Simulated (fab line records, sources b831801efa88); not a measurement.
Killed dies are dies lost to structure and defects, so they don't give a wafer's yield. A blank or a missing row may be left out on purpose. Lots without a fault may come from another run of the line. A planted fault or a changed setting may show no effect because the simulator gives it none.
Tool commonality check | flow gf180mcu | 10 lots, 30 wafers sampled

WHY IT WAS OPENED
At GF_TOP_METAL_RS_MEAS_05 the reading TOP_METAL_ALCU_RS is flagged on 2 of 10 lots. Wafers without a fault read 0.0327 ohm/sq, standard deviation 0.00038.
Rule: a lot is flagged when every wafer of it that has a number lies more than 4 standard deviations from that mean, or none has a number. The other lots count as sound.

lot  | measured     | on            | TOP_METAL_ALCU_RS (ohm/sq), wafer by wafer | flag
L873 | day 28 07:40 | film_metro-01 | 0.0324 0.0323 0.0321                       |
L876 | day 29 03:16 | film_metro-01 | 0.0324 0.0321 0.0321                       |
L878 | day 29 20:22 | film_metro-01 | 0.0326 0.0324 0.0321                       |
L881 | day 30 17:33 | film_metro-01 | 0.0328 0.0330 0.0331                       |
L883 | day 31 02:59 | film_metro-04 | 0.0330 0.0327 0.0331                       |
L885 | day 31 18:32 | film_metro-01 | 0.0329 0.0325 0.0326                       |
L886 | day 32 01:06 | film_metro-01 | 0.0322 0.0321 0.0322                       |
L889 | day 32 18:36 | film_metro-01 | 0.0326 0.0327 0.0329                       |
L893 | day 33 14:34 | film_metro-04 | 0.0604 0.0605 0.0605                       | FLAGGED
L894 | day 33 18:55 | film_metro-04 | 0.0609 0.0606 0.0618                       | FLAGGED
The numbers of the flagged lots are 0.0608 ohm/sq on average: +0.0281 ohm/sq against the usual, or +74 standard deviations.

WHICH TOOL RAN EACH LOT
The record holds 4 process steps before the reading, out of a route of 602 steps. In each cell: the tool, then ch and the chambers that the sampled wafers went through, then the start.
lot  | flag    | GF_V5_SPUTTER_22             | GF_TOP_METAL_SPUTTER_00      | GF_TOP_METAL_SPUTTER_02      | GF_TOP_METAL_SPUTTER_03
L873 |         | pvd_sputter-02, day 28 06:49 | pvd_sputter-02, day 28 07:27 | pvd_sputter-02, day 28 07:35 | pvd_sputter-02, day 28 07:37
L876 |         | pvd_sputter-03, day 29 02:24 | pvd_sputter-02, day 29 03:02 | pvd_sputter-02, day 29 03:10 | pvd_sputter-02, day 29 03:12
L878 |         | pvd_sputter-03, day 29 19:27 | pvd_sputter-04, day 29 20:09 | pvd_sputter-04, day 29 20:17 | pvd_sputter-04, day 29 20:19
L881 |         | pvd_sputter-03, day 30 16:42 | pvd_sputter-01, day 30 17:20 | pvd_sputter-01, day 30 17:28 | pvd_sputter-01, day 30 17:30
L883 |         | pvd_sputter-04, day 31 02:06 | pvd_sputter-01, day 31 02:43 | pvd_sputter-01, day 31 02:50 | pvd_sputter-01, day 31 02:53
L885 |         | pvd_sputter-04, day 31 17:38 | pvd_sputter-01, day 31 18:16 | pvd_sputter-01, day 31 18:24 | pvd_sputter-01, day 31 18:27
L886 |         | pvd_sputter-03, day 32 00:15 | pvd_sputter-02, day 32 00:53 | pvd_sputter-02, day 32 01:01 | pvd_sputter-02, day 32 01:04
L889 |         | pvd_sputter-03, day 32 17:42 | pvd_sputter-02, day 32 18:20 | pvd_sputter-02, day 32 18:28 | pvd_sputter-02, day 32 18:31
L893 | FLAGGED | pvd_sputter-04, day 33 13:42 | pvd_sputter-02, day 33 14:20 | pvd_sputter-02, day 33 14:28 | pvd_sputter-02, day 33 14:31
L894 | FLAGGED | pvd_sputter-04, day 33 17:57 | pvd_sputter-02, day 33 18:41 | pvd_sputter-02, day 33 18:49 | pvd_sputter-02, day 33 18:52
What these steps do:
- GF_V5_SPUTTER_22: material TiN, target thk 10 nm, time 40 s.
- GF_TOP_METAL_SPUTTER_00: material Ti, target thk 37.5 nm, time 150 s.
- GF_TOP_METAL_SPUTTER_02: material AlCu, target thk 900 nm, time 47.82 s.
- GF_TOP_METAL_SPUTTER_03: material Ti, target thk 5 nm, time 3.3 s.
- GF_TOP_METAL_RS_MEAS_05: measures by four-point-probe.

FLAGGED OVER TOTAL, TOOL BY TOOL (the gauges that took the reading come last)
step                    | tool           | lots run | flagged | share of the flagged lots | sound lots run after its first flagged lot
GF_V5_SPUTTER_22        | pvd_sputter-02 | 1        | 0       | none                      | -
GF_V5_SPUTTER_22        | pvd_sputter-03 | 5        | 0       | none                      | -
GF_V5_SPUTTER_22        | pvd_sputter-04 | 4        | 2       | all                       | 0
GF_TOP_METAL_SPUTTER_00 | pvd_sputter-01 | 3        | 0       | none                      | -
GF_TOP_METAL_SPUTTER_00 | pvd_sputter-02 | 6        | 2       | all                       | 0
GF_TOP_METAL_SPUTTER_00 | pvd_sputter-04 | 1        | 0       | none                      | -
GF_TOP_METAL_SPUTTER_02 | pvd_sputter-01 | 3        | 0       | none                      | -
GF_TOP_METAL_SPUTTER_02 | pvd_sputter-02 | 6        | 2       | all                       | 0
GF_TOP_METAL_SPUTTER_02 | pvd_sputter-04 | 1        | 0       | none                      | -
GF_TOP_METAL_SPUTTER_03 | pvd_sputter-01 | 3        | 0       | none                      | -
GF_TOP_METAL_SPUTTER_03 | pvd_sputter-02 | 6        | 2       | all                       | 0
GF_TOP_METAL_SPUTTER_03 | pvd_sputter-04 | 1        | 0       | none                      | -
GF_TOP_METAL_RS_MEAS_05 | film_metro-01  | 7        | 0       | none                      | -
GF_TOP_METAL_RS_MEAS_05 | film_metro-04  | 3        | 2       | all                       | 0

WHAT THE TABLE ALLOWS
5 rows of the table ran every flagged lot: pvd_sputter-04 at GF_V5_SPUTTER_22, pvd_sputter-02 at GF_TOP_METAL_SPUTTER_00, pvd_sputter-02 at GF_TOP_METAL_SPUTTER_02, pvd_sputter-02 at GF_TOP_METAL_SPUTTER_03, film_metro-04 at GF_TOP_METAL_RS_MEAS_05.
- pvd_sputter-04 at GF_V5_SPUTTER_22: 2 of its 4 lots flagged. Its last sound lot is L885 (day 31 17:38), its first flagged lot L893 (day 33 13:42): a fault that began between those two fits.
- pvd_sputter-02 at GF_TOP_METAL_SPUTTER_00: 2 of its 6 lots flagged. Its last sound lot is L889 (day 32 18:20), its first flagged lot L893 (day 33 14:20): a fault that began between those two fits.
- pvd_sputter-02 at GF_TOP_METAL_SPUTTER_02: 2 of its 6 lots flagged. Its last sound lot is L889 (day 32 18:28), its first flagged lot L893 (day 33 14:28): a fault that began between those two fits. Its own readings lie more than 4 standard deviations out on every wafer of the flagged lots: cathode_dc_power_W.
- pvd_sputter-02 at GF_TOP_METAL_SPUTTER_03: 2 of its 6 lots flagged. Its last sound lot is L889 (day 32 18:31), its first flagged lot L893 (day 33 14:31): a fault that began between those two fits.
- film_metro-04 at GF_TOP_METAL_RS_MEAS_05: 2 of its 3 lots flagged. Its last sound lot is L883 (day 31 02:59), its first flagged lot L893 (day 33 14:34): a fault that began between those two fits.
Counting lots can't tell these 3 tools apart, because each fits a fault that began at some hour. More lots, or a look at what each step does to the wafer, might.

WHAT THE SIMULATOR HAD PUT IN
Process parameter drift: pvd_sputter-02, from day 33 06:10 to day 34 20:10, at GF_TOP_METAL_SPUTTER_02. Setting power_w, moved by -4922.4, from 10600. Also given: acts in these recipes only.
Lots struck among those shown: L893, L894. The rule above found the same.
